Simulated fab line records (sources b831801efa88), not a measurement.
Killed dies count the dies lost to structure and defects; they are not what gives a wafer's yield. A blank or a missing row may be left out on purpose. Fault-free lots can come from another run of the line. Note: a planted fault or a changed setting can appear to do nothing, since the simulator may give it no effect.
fab line records	flow sky130
record lots=6	wafers=18	last_day=50
route steps=708 shown VIA1@471 METAL2@483 PAD_OPEN@708
lots that met no fault: taken from a fault-free run of the same line
start_h: hours from the record's first day to the start of the lot's first wafer shown	wait_h: hours elapsed since this lot's preceding step	" the same as in the row above	L1.1+2: one row covering several wafers at once	- no value present, or no start provided	* or withheld: withheld	< > ~ a bound
route shown NAME@n: a module of which the file shows steps, and the number in the route of the first	usual: mean/standard deviation of fault-free wafers	same: alike in all rows	chamber/n: place in a boat	sites: per-site readings	_std_site: standard deviation across them	_edge_site: mean of outer sites minus mean of inner sites	radius_mm: how far each site lies from the wafer's centre	mask NAME#n: copy n	behind: the most recent tool/chamber to have shaped the wafer	hold: why the lot went on hold/how many hours it stayed there/how the hold came to an end	device: transistor that didn't switch, given as n, p or np	end of line: the same wafers' tests at the end of the route	step lacking rows: just its recipe	killed: the dies lost at the first sort to structure and to defects; this is not the yield of the wafer	map: the dies of a wafer, with x for killed, . for not killed, _ for no die there
set.NAME: the setting that was run; set.NAME@STEP: the one run at that earlier step	model.NAME: the simulator's own value behind a step, which no gauge read
lots at some steps of the route; a table a step, a row a wafer
services: a tool's chamber out of use, with start hour (start_h, from the record's first day; less than 0 if before it), hours out, and reason
## steps
# step SKY_VIA1_OVL_MEAS_13
# usual VIA1_OVL=0/5.5
lot.wafer	tool	chamber	start_h	wait_h	VIA1_OVL[nm]
L910.3	overlay-02	-	792.44	0.1	-7
L910.4	"	-	"	"	-2
L910.5	"	-	"	"	-2
L912.2	overlay-01	-	811.58	0.1	-5
L912.3	"	-	"	"	3
L912.5	"	-	"	"	2
L917.3	overlay-02	-	849.35	0.1	0
L917.4	"	-	"	"	13
L917.6	"	-	"	"	10
L919.2	overlay-02	-	866.73	0.1	-5
L919.3	"	-	"	"	-6
L919.6	"	-	"	"	10
L920.2	overlay-01	-	868.33	0.1	2
L920.3	"	-	"	"	6
L920.5	"	-	"	"	-1
L932.1	overlay-01	-	955.97	0.1	6
L932.5	"	-	"	"	2
L932.6	"	-	"	"	6
# step SKY_VIA1_ETCH_14
# recipe chemistry=N2/H2	target=BARC	ion_energy_ev=200	source_w=500	bias_w=100	pressure_mtorr=30	n2_flow_sccm=100	h2_flow_sccm=200	stop_on=SiO2	time_s=45.9	target_depth_a=600
# step SKY_VIA1_ETCH_15
# recipe target=SiO2	chemistry=C4F8/O2/Ar	target_depth_nm=351	stop_on=TiN	mask_material=KrF-thick	source_w=1500	bias_w=1200	pressure_mtorr=40	c4f8_flow_sccm=withheld	O2_flow_sccm=6	Ar_flow_sccm=300	time_s=54
# step SKY_VIA1_STRIP_16
# recipe chemistry=O2/N2	power_w=1400	pressure_mtorr=1500	platen_temp_c=withheld	o2_flow_sccm=3000	n2_flow_sccm=300	overash_fraction=0.5
# usual drypump_motor_current_A=5.9/0.36	oes_product_au=0.415/0.0043	strip_time_to_endpoint_s=4.461/0.02
lot.wafer	tool	chamber	start_h	wait_h	drypump_motor_current_A	oes_product_au	rf_hours_counter_h	strip_time_to_endpoint_s
L910.3	plasma_asher-02	0	792.58	0.1	6.6	0.424	-	4.465
L910.4	"	1	"	"	5.4	0.417	-	4.483
L910.5	"	0	"	"	6.6	0.407	-	4.490
L912.2	plasma_asher-04	0	811.70	0.0	5.8	0.409	6	4.454
L912.3	"	0	"	"	5.8	0.413	-	4.499
L912.5	"	0	"	"	5.8	0.413	-	4.465
L917.3	plasma_asher-03	0	849.50	0.1	5.8	0.420	-	4.463
L917.4	"	1	"	"	6.0	0.413	-	4.470
L917.6	"	0	"	"	5.8	0.417	-	4.468
L919.2	plasma_asher-03	0	866.85	0.0	5.8	0.415	44	4.445
L919.3	"	1	"	"	5.9	0.413	-	4.440
L919.6	"	1	"	"	5.9	0.411	-	4.456
L920.2	plasma_asher-03	0	868.45	0.0	5.9	0.416	44	4.488
L920.3	"	0	"	"	5.8	0.409	-	4.469
L920.5	"	0	"	"	5.8	0.414	-	4.471
L932.1	plasma_asher-03	1	956.10	0.0	6.0	0.413	52	4.456
L932.5	"	0	"	"	5.8	0.418	-	4.454
L932.6	"	1	"	"	6.0	0.416	-	4.460
# step SKY_VIA1_STRIP_17
# recipe chemistry=post_etch_residue_remover	time_s=1200	temp_c=72.5
# step SKY_VIA1_CLEAN_18
# recipe chemistry=IPA	time_s=180	temp_c=25
# step SKY_VIA1_CLEAN_19
# recipe chemistry=O3/DIW	dry=n2_spin
# step SKY_VIA1_SPUTTER_20
# recipe material=TiN	target_thk_nm=20	chamber_pressure_pa=5	power_w=4000	time_s=80
# usual throttle_valve_pct=29.7/1.3
# same time_s=80
lot.wafer	tool	chamber	start_h	wait_h	throttle_valve_pct
L910.3	pvd_sputter-02	-	793.20	0.0	30.8
L910.4	"	-	"	"	31.8
L910.5	"	-	"	"	31.9
L912.2	pvd_sputter-04	-	812.32	0.0	27.4
L912.3	"	-	"	"	29.8
L912.5	"	-	"	"	29.0
L917.3	pvd_sputter-02	-	850.06	0.0	32.0
L917.4	"	-	"	"	31.5
L917.6	"	-	"	"	30.8
L919.2	pvd_sputter-04	-	867.45	0.0	28.0
L919.3	"	-	"	"	28.7
L919.6	"	-	"	"	29.9
L920.2	pvd_sputter-02	-	869.05	0.0	31.0
L920.3	"	-	"	"	31.4
L920.5	"	-	"	"	31.7
L932.1	pvd_sputter-04	-	956.73	0.0	29.9
L932.5	"	-	"	"	28.8
L932.6	"	-	"	"	27.6
# step SKY_VIA1_CVD_21
# recipe material=W	target_thk_nm=270	time_s=80.902	temp_c=400	pressure_torr=40
# step SKY_VIA1_RS_MEAS_22
# recipe thk_meas_gauge=four-point-probe	reads=W_of_VIA1_CVD_21+TiN_of_VIA1_SPUTTER_20
# usual VIA1_W_RS=0.425/0.0062
lot.wafer	tool	chamber	start_h	wait_h	VIA1_W_RS[ohm/sq]
L910.3	film_metro-01	-	793.39	0.1	0.430
L910.4	"	-	"	"	0.426
L910.5	"	-	"	"	0.429
L912.2	film_metro-01	-	812.49	0.1	0.417
L912.3	"	-	"	"	0.420
L912.5	"	-	"	"	0.423
L917.3	film_metro-01	-	850.25	0.1	0.431
L917.4	"	-	"	"	0.417
L917.6	"	-	"	"	0.434
L919.2	film_metro-01	-	867.62	0.1	0.424
L919.3	"	-	"	"	0.421
L919.6	"	-	"	"	0.425
L920.2	film_metro-02	-	869.22	0.1	0.426
L920.3	"	-	"	"	0.426
L920.5	"	-	"	"	0.426
L932.1	film_metro-01	-	956.88	0.1	0.434
L932.5	"	-	"	"	0.419
L932.6	"	-	"	"	0.431
# step SKY_VIA1_THK_MEAS_23
# recipe thk_meas_gauge=xrf	reads=W_of_VIA1_CVD_21
# usual VIA1_W_THK=263/4.2
lot.wafer	tool	chamber	start_h	wait_h	VIA1_W_THK[nm]
L910.3	film_metro-01	-	793.49	0.1	259
L910.4	"	-	"	"	262
L910.5	"	-	"	"	262
L912.2	film_metro-01	-	812.60	0.1	269
L912.3	"	-	"	"	267
L912.5	"	-	"	"	266
L917.3	film_metro-01	-	850.35	0.1	260
L917.4	"	-	"	"	268
L917.6	"	-	"	"	257
L919.2	film_metro-01	-	867.73	0.1	266
L919.3	"	-	"	"	267
L919.6	"	-	"	"	265
L920.2	film_metro-02	-	869.33	0.1	259
L920.3	"	-	"	"	258
L920.5	"	-	"	"	258
L932.1	film_metro-01	-	957.00	0.1	261
L932.5	"	-	"	"	269
L932.6	"	-	"	"	262
# step SKY_VIA1_CMP_24
# recipe stop_on=SiO2	t_overpolish_s=15	down_force_psi=3.5	platen_rpm=60	target_thk_nm=0	pad_velocity_m_s=0.94248
# step SKY_METAL2_SPUTTER_00
# recipe material=Ti	target_thk_nm=15	power_w=3000	time_s=10	chamber_pressure_pa=0.4
# usual throttle_valve_pct=29.5/0.87
lot.wafer	tool	chamber	start_h	wait_h	throttle_valve_pct	model.Ti_of_METAL2_SPUTTER_00.thk_nm
L910.3	pvd_sputter-03	-	793.83	0.2	28.8	14.99
L910.4	"	-	"	"	31.0	14.88
L910.5	"	-	"	"	30.6	14.79
L912.2	pvd_sputter-01	-	812.95	0.1	28.8	15.21
L912.3	"	-	"	"	28.1	15.25
L912.5	"	-	"	"	28.9	15.26
L917.3	pvd_sputter-01	-	850.69	0.1	30.3	15.09
L917.4	"	-	"	"	29.5	14.96
L917.6	"	-	"	"	30.1	28.22
L919.2	pvd_sputter-01	-	868.08	0.2	29.4	28.02
L919.3	"	-	"	"	28.8	15.05
L919.6	"	-	"	"	29.2	28.13
L920.2	pvd_sputter-04	-	869.68	0.2	29.7	14.91
L920.3	"	-	"	"	28.7	15.17
L920.5	"	-	"	"	29.2	15.05
L932.1	pvd_sputter-03	-	957.36	0.1	30.9	15
L932.5	"	-	"	"	31.0	14.99
L932.6	"	-	"	"	30.2	14.75
# step SKY_METAL2_SPUTTER_01
# recipe material=TiN	target_thk_nm=20	power_w=6500	time_s=16.7	chamber_pressure_pa=0.4
# step SKY_METAL2_SPUTTER_02
# recipe material=AlCu	target_thk_nm=250	power_w=10600	time_s=13.3	chamber_pressure_pa=0.4
# step SKY_METAL2_SPUTTER_03
# recipe material=Ti	target_thk_nm=5	power_w=3000	time_s=3.3	chamber_pressure_pa=0.4
# usual throttle_valve_pct=29.5/0.86
# same time_s=3.3
lot.wafer	tool	chamber	start_h	wait_h	throttle_valve_pct
L910.3	pvd_sputter-03	-	793.90	0.0	28.6
L910.4	"	-	"	"	30.8
L910.5	"	-	"	"	30.9
L912.2	pvd_sputter-01	-	813.03	0.0	28.8
L912.3	"	-	"	"	28.5
L912.5	"	-	"	"	29.2
L917.3	pvd_sputter-01	-	850.76	0.0	29.9
L917.4	"	-	"	"	29.4
L917.6	"	-	"	"	29.9
L919.2	pvd_sputter-01	-	868.15	0.0	29.6
L919.3	"	-	"	"	29.1
L919.6	"	-	"	"	29.4
L920.2	pvd_sputter-04	-	869.75	0.0	30.1
L920.3	"	-	"	"	28.7
L920.5	"	-	"	"	29.0
L932.1	pvd_sputter-03	-	957.44	0.0	30.8
L932.5	"	-	"	"	30.9
L932.6	"	-	"	"	30.0
# step SKY_METAL2_SPUTTER_04
# recipe material=TiN	target_thk_nm=70	power_w=6500	time_s=58.3	chamber_pressure_pa=0.4
# usual throttle_valve_pct=29.5/0.87
# same time_s=58.3
lot.wafer	tool	chamber	start_h	wait_h	throttle_valve_pct
L910.3	pvd_sputter-03	-	793.92	0.0	28.7
L910.4	"	-	"	"	31.0
L910.5	"	-	"	"	31.0
L912.2	pvd_sputter-01	-	813.05	0.0	29.3
L912.3	"	-	"	"	28.7
L912.5	"	-	"	"	29.1
L917.3	pvd_sputter-01	-	850.78	0.0	30.2
L917.4	"	-	"	"	29.2
L917.6	"	-	"	"	30.1
L919.2	pvd_sputter-01	-	868.17	0.0	29.3
L919.3	"	-	"	"	28.9
L919.6	"	-	"	"	29.6
L920.2	pvd_sputter-04	-	869.77	0.0	29.9
L920.3	"	-	"	"	29.1
L920.5	"	-	"	"	29.1
L932.1	pvd_sputter-03	-	957.45	0.0	31.1
L932.5	"	-	"	"	30.8
L932.6	"	-	"	"	30.1
# step SKY_METAL2_RS_MEAS_05
# recipe thk_meas_gauge=four-point-probe	reads=TiN_of_METAL2_SPUTTER_04+Ti_of_METAL2_SPUTTER_03+AlCu_of_METAL2_SPUTTER_02+TiN_of_METAL2_SPUTTER_01+Ti_of_METAL2_SPUTTER_00
# usual METAL2_ALCU_RS=0.1271/0.0014
lot.wafer	tool	chamber	start_h	wait_h	METAL2_ALCU_RS[ohm/sq]
L910.3	film_metro-03	-	794.01	0.1	0.1272
L910.4	"	-	"	"	0.1279
L910.5	"	-	"	"	0.1273
L912.2	film_metro-03	-	813.11	0.0	0.1269
L912.3	"	-	"	"	0.1272
L912.5	"	-	"	"	0.1267
L917.3	film_metro-03	-	850.87	0.1	0.1268
L917.4	"	-	"	"	0.1286
L917.6	"	-	"	"	0.1265
L919.2	film_metro-04	-	868.24	0.0	0.1268
L919.3	"	-	"	"	0.1262
L919.6	"	-	"	"	0.1269
L920.2	film_metro-04	-	869.84	0.0	0.1272
L920.3	"	-	"	"	0.1277
L920.5	"	-	"	"	0.1277
L932.1	film_metro-01	-	957.50	0.0	0.1279
L932.5	"	-	"	"	0.1260
L932.6	"	-	"	"	0.1278
# step SKY_METAL2_THK_MEAS_06
# recipe thk_meas_gauge=xrf	reads=AlCu_of_METAL2_SPUTTER_02
# usual METAL2_ALCU_THK=249.5/2.9
lot.wafer	tool	chamber	start_h	wait_h	METAL2_ALCU_THK[nm]
L910.3	film_metro-03	-	794.11	0.1	250.5
L910.4	"	-	"	"	246.5
L910.5	"	-	"	"	251.6
L912.2	film_metro-03	-	813.22	0.1	249.8
L912.3	"	-	"	"	248.5
L912.5	"	-	"	"	249.8
L917.3	film_metro-03	-	850.97	0.1	251.4
L917.4	"	-	"	"	245.9
L917.6	"	-	"	"	250.0
L919.2	film_metro-04	-	868.35	0.1	250.4
L919.3	"	-	"	"	251.0
L919.6	"	-	"	"	249.6
L920.2	film_metro-04	-	869.95	0.1	249.4
L920.3	"	-	"	"	248.7
L920.5	"	-	"	"	248.9
L932.1	film_metro-01	-	957.62	0.1	245.9
L932.5	"	-	"	"	250.9
L932.6	"	-	"	"	248.8
# step SKY_METAL2_DEHYDRATE_07
# recipe temp_c=200	time_s=60
# step SKY_METAL2_HMDS_08
# recipe prime_time_s=60	prime_temp_c=120
# step SKY_METAL2_COAT_09
# recipe resist=BARC	temp_c=withheld	time_s=withheld	spin_rpm=3000	resist_thk_nm=60
# step SKY_METAL2_COAT_10
# recipe resist=KrF-thick	spin_rpm=3000	resist_thk_nm=450
# step SKY_METAL2_SOFTBAKE_11
# recipe temp_c=100	time_s=90	resist=KrF-thick
# step SKY_METAL2_EXPOSE_12
# recipe mask_id=MM2	na=0.8	source_shape=annular	sigma_inner=0.55	sigma_outer=0.85	target_cd_nm=140	dose_mj=28
# step SKY_METAL2_PEB_13
# recipe peb_temp_c=withheld	peb_time_s=withheld	resist=KrF-thick
# step SKY_METAL2_DEVELOP_14
# recipe develop_time_s=60	resist=KrF-thick	dev_temp_c=21
# step SKY_METAL2_CD_MEAS_15
# recipe target_cd_nm=140
# usual cd_nm=140.6/1.5
lot.wafer	tool	chamber	start_h	wait_h	cd_nm
L910.3	cd_sem-02	-	820.84	-	141.3
L910.4	"	-	"	"	142.2
L910.5	"	-	"	"	142.5
L912.2	cd_sem-02	-	839.19	-	142.5
L912.3	"	-	"	"	141.5
L912.5	"	-	"	"	141.1
L917.3	cd_sem-01	-	876.90	-	139.2
L917.4	"	-	"	"	139.6
L917.6	"	-	"	"	140.3
L919.2	cd_sem-01	-	893.34	-	142.8
L919.3	"	-	"	"	141.9
L919.6	"	-	"	"	142.6
L920.2	cd_sem-02	-	895.77	-	141.7
L920.3	"	-	"	"	141.2
L920.5	"	-	"	"	140.9
L932.1	cd_sem-01	-	981.26	-	142.7
L932.5	"	-	"	"	142.9
L932.6	"	-	"	"	142.4
# step SKY_METAL2_OVL_MEAS_16
# usual METAL2_OVL=0/4.8
lot.wafer	tool	chamber	start_h	wait_h	METAL2_OVL[nm]
L910.3	overlay-02	-	820.94	0.1	5
L910.4	"	-	"	"	2
L910.5	"	-	"	"	8
L912.2	overlay-02	-	839.29	0.1	9
L912.3	"	-	"	"	5
L912.5	"	-	"	"	3
L917.3	overlay-01	-	876.99	0.1	1
L917.4	"	-	"	"	-2
L917.6	"	-	"	"	-5
L919.2	overlay-02	-	893.44	0.1	1
L919.3	"	-	"	"	1
L919.6	"	-	"	"	5
L920.2	overlay-02	-	895.88	0.1	7
L920.3	"	-	"	"	4
L920.5	"	-	"	"	7
L932.1	overlay-02	-	981.38	0.1	3
L932.5	"	-	"	"	-1
L932.6	"	-	"	"	-2
# step SKY_METAL2_DESCUM_17
# recipe chemistry=O2	source_power_w=150	bias_power_w=0	pressure_mtorr=10	temp_c=40	time_s=8
# usual drypump_motor_current_A=5.68/0.26	oes_product_au=0.997/0.0077
# same time_s=8
lot.wafer	tool	chamber	start_h	wait_h	drypump_motor_current_A	oes_product_au	rf_hours_counter_h
L910.3	rie_metal-02	1	820.97	0.0	5.98	1.000	-
L910.4	"	0	"	"	5.73	0.979	-
L910.5	"	0	"	"	5.74	0.987	-
L912.2	rie_metal-04	1	839.32	0.0	5.68	0.997	14
L912.3	"	1	"	"	5.68	1.000	-
L912.5	"	1	"	"	5.69	0.992	-
L917.3	rie_metal-04	0	877.03	0.0	5.89	1.002	-
L917.4	"	1	"	"	5.63	1.010	-
L917.6	"	1	"	"	5.64	0.993	-
L919.2	rie_metal-04	0	893.47	0.0	5.87	1.005	10
L919.3	"	1	"	"	5.69	1.013	-
L919.6	"	1	"	"	5.68	1.001	-
L920.2	rie_metal-01	1	895.91	0.0	5.14	1.000	15
L920.3	"	1	"	"	5.15	0.994	-
L920.5	"	1	"	"	5.15	0.997	-
L932.1	rie_metal-01	0	981.42	0.0	5.73	1.002	12
L932.5	"	0	"	"	5.73	1.002	-
L932.6	"	0	"	"	5.73	0.997	-
# step SKY_METAL2_ETCH_18
# recipe chemistry=N2/H2	target=BARC	ion_energy_ev=200	bias_w=100	pressure_mtorr=30	n2_flow_sccm=100	h2_flow_sccm=200	icp_w=500	stop_on=SiO2	time_s=45.9	target_depth_a=600
# step SKY_METAL2_METAL_ETCH_19
# recipe target_depth_a=3600	stop_on=SiO2	over_etch_frac=0.3	time_s=78	chemistry=Cl2/BCl3	resist_sidewall_deg=88	pressure_mtorr=10	icp_w=900	bias_w=48.5	Cl2_flow_sccm=60	bcl3_flow_sccm=30
# usual bias_w=48.50/0.16	drypump_motor_current_A=5.68/0.26	oes_product_au=0.853/0.0058	throttle_valve_pct=22.265/0.0089
# same time_s=78
lot.wafer	tool	chamber	start_h	wait_h	bias_w	drypump_motor_current_A	oes_product_au	rf_hours_counter_h	throttle_valve_pct
L910.3	rie_metal-02	1	821.08	0.1	48.47	6.00	0.854	-	22.265
L910.4	"	0	"	"	48.71	5.71	0.855	-	22.270
L910.5	"	0	"	"	48.40	5.73	0.843	-	22.245
L912.2	rie_metal-04	1	839.42	0.0	48.62	5.66	0.857	14	22.268
L912.3	"	1	"	"	48.57	5.68	0.857	-	22.280
L912.5	"	1	"	"	48.39	5.68	0.845	-	22.251
L917.3	rie_metal-04	0	877.14	0.1	48.36	5.88	0.863	-	22.257
L917.4	"	1	"	"	48.49	5.68	0.847	-	22.278
L917.6	"	1	"	"	48.34	5.69	0.871	-	22.274
L919.2	rie_metal-04	0	893.57	0.0	48.88	5.89	0.868	10	22.263
L919.3	"	1	"	"	48.44	5.67	0.850	-	22.262
L919.6	"	1	"	"	48.51	5.67	0.871	-	22.273
L920.2	rie_metal-01	1	896.01	0.0	48.55	5.13	0.852	15	22.268
L920.3	"	1	"	"	48.58	5.14	0.843	-	22.271
L920.5	"	1	"	"	48.38	5.15	0.858	-	22.264
L932.1	rie_metal-01	0	981.61	0.1	48.67	5.72	0.844	12	22.261
L932.5	"	0	"	"	48.39	5.72	0.849	-	22.275
L932.6	"	0	"	"	48.53	5.73	0.852	-	22.268
# step SKY_METAL2_STRIP_20
# recipe chemistry=O2/N2	power_w=1400	pressure_mtorr=1500	platen_temp_c=withheld	o2_flow_sccm=3000	n2_flow_sccm=300	overash_fraction=0.5
# step SKY_PAD_OPEN_PROBE_99
# usual defect_limited_yield=81.9/1.9	killed_at_M0_to_M3=45/7.3	killed_at_M4_up=3.2/1.8	killed_at_contacts=25/5.5	killed_at_front_end=15/4.2	killed_at_other=0.3/0.69	killed_dies=89/9.4	killed_open=49/6.6	killed_short=40/6.4	sort_bin_3_pad_short=0.9/0.43	sort_bin_5_function=10.7/1.5	sort_bin_6_memory=6.5/1.2	sort_n_pass=403/9.4	sort_yield_pct=81.9/1.9
# same gross_dies=492	killed_at_back_side=0	sort_bin_4_leakage[%]=0	sort_bin_8_speed[%]=0
lot.wafer	tool	chamber	start_h	wait_h	defect_limited_yield[%]	killed_at_M0_to_M3	killed_at_M4_up	killed_at_contacts	killed_at_front_end	killed_at_other	killed_dies	killed_open	killed_short	sort_bin_3_pad_short[%]	sort_bin_5_function[%]	sort_bin_6_memory[%]	sort_n_pass	sort_yield_pct[%]
L917.6	prober-01	-	1120.41	0.2	84.3	36	1	21	19	0	77	44	32	0.6	9.6	5.5	415	84.3
# killed by level:class
L917.6 CONTACT:geometric_particle:open=10 FIELD_ISO:geometric_particle:open=7 VIA2:geometric_particle:open=6 VIA1:geometric_particle:open=6 FIELD_ISO:geometric_particle:short=5 METAL1:geometric_particle:short=5 METAL2:geometric_particle:short=5 POLY_GATE:geometric_particle:open=4
## services
tool	chamber	start_h	hours	kind
pvd_sputter-03	-	768.61	11.9	repair
plasma_asher-03	-	802.61	2.8	pm
pvd_sputter-02	-	810.82	3.4	repair
plasma_asher-04	-	816.29	3.6	repair
rie_metal-02	-	817.24	1.4	pm
rie_metal-01	-	842.14	0.2	repair
pvd_sputter-01	-	855.56	1.3	repair
plasma_asher-03	-	896.65	0.3	repair
pvd_sputter-03	-	898.70	2.3	repair
plasma_asher-04	-	900.28	9.3	repair
pvd_sputter-04	-	909.05	1.5	repair
rie_metal-02	-	918.99	2.8	pm
plasma_asher-03	-	919.08	3.2	repair
rie_metal-04	1	919.11	-	clean
rie_metal-04	1	919.11	25.3	scheduled_down
rie_metal-04	1	919.11	25.3	vent_cycle
rie_metal-04	0	926.35	19.5	repair
pvd_sputter-04	-	952.46	1.3	repair
pvd_sputter-02	-	965.40	1.8	repair
pvd_sputter-01	-	968.76	1.4	repair
rie_metal-01	1	972.12	-	clean
rie_metal-01	1	972.12	18.3	scheduled_down
rie_metal-01	1	972.12	18.3	vent_cycle
## key
first_sign step=SKY_METAL2_METAL_ETCH_19	reading=oes_product_au	direction=up	sigmas=2.9	usual=0.853	struck=0.870
effect none on later readings
model_effect step=SKY_METAL2_SPUTTER_00	value=Ti_of_METAL2_SPUTTER_00.thk_nm	without=14.99	struck=28.12
met_at SKY_METAL2_SPUTTER_00
struck_wafers L917.6,L919.2,L919.6
onset_between 812.95 850.69
fault kind=process_parameter_drift	tool=pvd_sputter-01	chamber=-	onset_h=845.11	steps=SKY_METAL2_SPUTTER_00	channel=target_thk_nm	offset=13.132	shape=step	end_h=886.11	scope=struck_wafers_only	acts_in=these_recipes_only	stated=15
